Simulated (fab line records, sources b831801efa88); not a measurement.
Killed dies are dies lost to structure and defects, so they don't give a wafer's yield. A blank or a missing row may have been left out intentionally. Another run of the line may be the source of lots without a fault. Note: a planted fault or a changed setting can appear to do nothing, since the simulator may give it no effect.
What tool caused it? :: flow sky130 :: Sampling: 6 lots, 18 wafers, 2 of 708 route steps

WHAT THE GAUGES SHOWED, per wafer
SKY_LOCAL_INTERCONNECT_CD_MEAS_11 targets a cd of 170 nm.
lot: L625
measured: day 31 12:42
on: cd_sem-01
cd_nm (nm): 172.8 172.4 172.3

lot: L629
measured: day 32 11:38
on: cd_sem-02
cd_nm (nm): 172.7 174.5 172.3

lot: L635
measured: day 34 08:56
on: cd_sem-02
cd_nm (nm): 170.9 170.9 171.3

lot: L639
measured: day 36 05:53
on: cd_sem-02
cd_nm (nm): 170.0 170.7 171.1

lot: L640
measured: day 36 11:17
on: cd_sem-02
cd_nm (nm): 168.7 169.8 170.3

lot: L644
measured: day 38 02:41
on: cd_sem-02
cd_nm (nm): 169.4 168.8 169.6

WHICH TOOL RAN EACH LOT (tool, then ch and the chambers of the sampled wafers, then the start)
lot: L625
SKY_LI_CONTACT_STRIP_16: plasma_asher-03 ch 0,1, day 30 08:05

lot: L629
SKY_LI_CONTACT_STRIP_16: plasma_asher-03 ch 0,1, day 31 07:11

lot: L635
SKY_LI_CONTACT_STRIP_16: plasma_asher-01 ch 0,1, day 33 05:16

lot: L639
SKY_LI_CONTACT_STRIP_16: plasma_asher-01 ch 0,1, day 35 02:29

lot: L640
SKY_LI_CONTACT_STRIP_16: plasma_asher-01 ch 0,1, day 35 08:19

lot: L644
SKY_LI_CONTACT_STRIP_16: plasma_asher-01 ch 0,1, day 37 00:00
- SKY_LI_CONTACT_STRIP_16: strips in O2/N2.

THE ANSWER, worked out from the rows above alone
Rule: the lots themselves supply what counts as usual. The widest of any qualifying gaps counts: lots, ordered by their means at a reading, are off when they make up no more than a third of the lots, leave a main group of 4 or more, and stand apart from it by 3 or more times the standard deviation of that group's means. A main group is skipped when, at the precision printed for the reading in the tables above, its means are all equal. Also off: a lot with no number at a reading for which 4 or more lots have one. The other lots that the step has rows for count as sound.
No lot is off at any reading shown: from this, nothing can be told.

WHAT HAD BEEN PUT IN BY THE SIMULATOR
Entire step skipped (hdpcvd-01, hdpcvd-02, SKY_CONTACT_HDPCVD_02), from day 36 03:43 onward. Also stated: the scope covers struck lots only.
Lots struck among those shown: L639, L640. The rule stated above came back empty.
